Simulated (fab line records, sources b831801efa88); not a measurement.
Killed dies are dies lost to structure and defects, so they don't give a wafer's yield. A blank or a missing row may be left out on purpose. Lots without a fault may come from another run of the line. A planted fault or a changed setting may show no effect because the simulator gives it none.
fab line records | flow sky130
record lots=6 wafers=18 last_day=51
route steps=708 shown METAL1@456 VIA1@458
lots that met no fault: from a run of the same line without faults
start_h: hours from the record's first day to the start of the lot's first wafer shown | wait_h: hours since the lot's step before | " the same as in the row above | L1.1+2: a row that stands for several wafers | - no value, or no start given | * or withheld: withheld | < > ~ a bound
route shown NAME@n: a module of which the file shows steps, and the number in the route of the first | usual: mean/standard deviation of fault-free wafers | same: alike in all rows | chamber/n: place in a boat | sites: the reading at each site | _std_site: their standard deviation | _edge_site: outer sites' mean less inner sites' | radius_mm: how far each site lies from the wafer's centre | mask NAME#n: copy n | behind: the tool/chamber that last shaped the wafer | hold: why the lot was held/for how many hours/how that ended | device: the transistor (n, p or np) that didn't switch | end of line: the same wafers' tests at the end of the route | a step without rows: its recipe alone | killed: dies lost to structure and defects at the first sort, not the wafer's yield | map: a wafer's dies, x killed, . not, _ none there
set.NAME: the setting as run; set.NAME@STEP: as run at that earlier step | model.NAME: the simulator's own value behind a step, which no gauge read
lots at some steps of the route; a table a step, a row a wafer
services: from which hour (start_h, from the record's first day; less than 0 if before it) a tool's chamber was out of use, for how many hours, and why
## steps
# step SKY_METAL1_CLEAN_22
# recipe chemistry=IPA time_s=180 temp_c=25
# step SKY_METAL1_CLEAN_23
# recipe chemistry=O3/DIW dry=n2_spin
# step SKY_VIA1_HDPCVD_00
# recipe material=SiO2 target_thk_nm=1030 sigma_open_frac=0.3 time_s=171.7 temp_c=400 sih4_flow_sccm=60 pressure_mtorr=6
# step SKY_VIA1_THK_MEAS_01
# recipe reads=SiO2_of_VIA1_HDPCVD_00
# usual VIA1_HDPCVD_THK=1033/9.2
# columns lot.wafer tool chamber start_h wait_h VIA1_HDPCVD_THK[nm]
L112.1 film_metro-04 - 768.39 0.1 1040
L112.2 " - " " 1029
L112.6 " - " " 1032
L114.1 film_metro-03 - 794.61 0.1 1033
L114.4 " - " " 1014
L114.6 " - " " 1039
L122.1 film_metro-04 - 844.89 0.1 1038
L122.4 " - " " 1036
L122.5 " - " " 1052
L123.1 film_metro-04 - 863.01 0.1 1036
L123.4 " - " " 1024
L123.6 " - " " 1039
L132.1 film_metro-02 - 916.46 0.1 1045
L132.2 " - " " 1047
L132.6 " - " " 1037
L133.1 film_metro-02 - 966.31 0.1 1034
L133.5 " - " " 1045
L133.6 " - " " 1029
# step SKY_VIA1_CMP_02
# recipe material=SiO2 down_force_psi=4 platen_rpm=60 pad_velocity_m_s=0.94248
# usual motor_current_A=12.3/1.2
# columns lot.wafer tool chamber start_h wait_h motor_current_A
L112.2 cmp-01 0 768.55 0.1 13.7
L112.1 " 1 " " 14.1
L112.6 " 3 " " 10.7
L114.4 cmp-02 2 794.72 0.1 10.7
L114.1 " 3 " " 12.7
L114.6 " 1 " " 12.4
L122.1 cmp-02 1 844.95 0.1 13.3
L122.4 " 0 " " 12.8
L122.5 " 1 " " 13.1
L123.1 cmp-01 1 863.21 0.2 14.3
L123.4 " 2 " " 11.9
L123.6 " 0 " " 13.5
L132.1 cmp-02 2 916.52 0.1 10.5
L132.2 " 3 " " 12.2
L132.6 " 3 " " 11.8
L133.1 cmp-02 3 966.42 0.1 11.6
L133.5 " 2 " " 10.9
L133.6 " 3 " " 11.3
# step SKY_VIA1_BOW_MEAS_03
# recipe mode=bow
# usual VIA1_BOW=81/7.1
# columns lot.wafer tool chamber start_h wait_h VIA1_BOW[um]
L112.1 film_metro-02 - 768.75 0.1 83
L112.2 " - " " 74
L112.6 " - " " 75
L114.1 film_metro-03 - 794.97 0.1 72
L114.4 " - " " 79
L114.6 " - " " 79
L122.1 film_metro-04 - 845.25 0.2 81
L122.4 " - " " 66
L122.5 " - " " 79
L123.1 film_metro-04 - 863.41 0.1 91
L123.4 " - " " 80
L123.6 " - " " 89
L132.1 film_metro-04 - 916.82 0.2 80
L132.2 " - " " 83
L132.6 " - " " 89
L133.1 film_metro-04 - 966.67 0.2 78
L133.5 " - " " 86
L133.6 " - " " 88
# step SKY_VIA1_DEHYDRATE_04
# recipe temp_c=200 time_s=60
# step SKY_VIA1_HMDS_05
# recipe prime_time_s=60 prime_temp_c=120
# step SKY_VIA1_COAT_06
# recipe resist=BARC temp_c=withheld time_s=withheld spin_rpm=3000 resist_thk_nm=60
# step SKY_VIA1_COAT_07
# recipe resist=KrF-thick spin_rpm=3000 resist_thk_nm=450
# step SKY_VIA1_SOFTBAKE_08
# recipe temp_c=100 time_s=92.52 resist=KrF-thick
# usual plate_sensor_t_centre_C=100.88/0.01 plate_sensor_t_edge_C=100.95/0.0096
# columns lot.wafer tool chamber start_h wait_h plate_sensor_t_centre_C plate_sensor_t_edge_C
L112.1 litho_track-04 0 - - 100.88 100.96
L112.2 " 0 " " 100.88 100.96
L112.6 " 0 " " 100.87 100.94
L114.1 litho_track-02 0 - - 100.89 100.97
L114.4 " 0 " " 100.88 100.97
L114.6 " 0 " " 100.88 100.94
L122.1 litho_track-04 0 - - 100.89 100.97
L122.4 " 0 " " 100.89 100.96
L122.5 " 0 " " 100.87 100.96
L123.1 litho_track-01 0 - - 100.90 100.95
L123.4 " 0 " " 100.88 100.95
L123.6 " 0 " " 100.90 100.96
L132.1 litho_track-02 0 - - 100.88 100.96
L132.2 " 0 " " 100.87 100.95
L132.6 " 0 " " 100.88 100.96
L133.1 litho_track-01 0 - - 100.89 100.95
L133.5 " 0 " " 100.89 100.95
L133.6 " 0 " " 100.89 100.96
# step SKY_VIA1_EXPOSE_09
# recipe mask_id=VIM na=0.8 source_shape=annular sigma_inner=0.55 sigma_outer=0.85 target_cd_nm=150 dose_mj=38
# step SKY_VIA1_PEB_10
# recipe peb_temp_c=withheld peb_time_s=withheld resist=KrF-thick
# usual chill_plate_temp_C=* exhaust_pa=44.9/0.8
# columns lot.wafer tool chamber start_h wait_h chill_plate_temp_C exhaust_pa
L112.1 litho_track-02 0 794 - * 44.2
L112.2 " 0 " " * 44.2
L112.6 " 0 795 - * 45.3
L114.1 litho_track-01 0 820 - * 46.0
L114.4 " 0 " " * 45.2
L114.6 " 0 " " * 45.2
L122.1 litho_track-02 - 870 - - -
L122.4 " - " " - -
L122.5 " - " " - -
L123.1 litho_track-02 - 889 - - -
L123.4 " - " " - -
L123.6 " - " " - -
L132.1 litho_track-01 0 941 - * 45.7
L132.2 " 0 " " * 44.8
L132.6 " 0 " " * 45.5
L133.1 litho_track-01 0 989 - * 45.7
L133.5 " 0 " " * 45.4
L133.6 " 0 " " * 44.6
# step SKY_VIA1_DEVELOP_11
# recipe develop_time_s=60 resist=KrF-thick dev_temp_c=21
## services
# columns tool chamber start_h hours kind
cmp-02 - 748.05 - consumable_replace:conditioner
cmp-02 - 748.05 - consumable_replace:pad
cmp-01 - 753.75 0.5 repair
cmp-01 - 754.23 2.7 repair
cmp-02 - 777.26 5.2 pm
cmp-02 - 809.74 2.5 repair
cmp-01 - 843.77 1.6 repair
cmp-01 - 848.98 0.4 repair
cmp-01 - 850.55 4.6 pm
cmp-02 - 861.64 0.3 repair
cmp-01 - 912.00 4.0 pm
cmp-01 - 916.00 - consumable_replace:conditioner
cmp-01 - 916.00 - consumable_replace:pad
cmp-01 - 932.08 5.5 pm
cmp-02 - 943.59 2.7 repair
## key
first_sign step=SKY_VIA1_PEB_10 reading=tool_record direction=missing
effect none on later readings
met_at SKY_VIA1_PEB_10
struck_wafers L122.1,L122.4,L122.5,L123.1,L123.4,L123.6
later_rows_left_out L122.1,L122.4,L122.5,L123.1,L123.4,L123.6
sort_left_out L122.1,L122.4,L122.5,L123.1,L123.4,L123.6
onset_between 794 870
fault kind=skipped_step_whole tool=litho_track-02 chamber=- onset_h=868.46 steps=SKY_VIA1_PEB_10 scope=struck_lots_only
# sort_left_out: the simulated sort isn't trusted on such a fault, so these wafers' sort isn't shown, and their yield isn't known
# later_rows_left_out: the simulator's readings of these wafers behind a module that went badly wrong aren't trusted and aren't shown, but for the sort
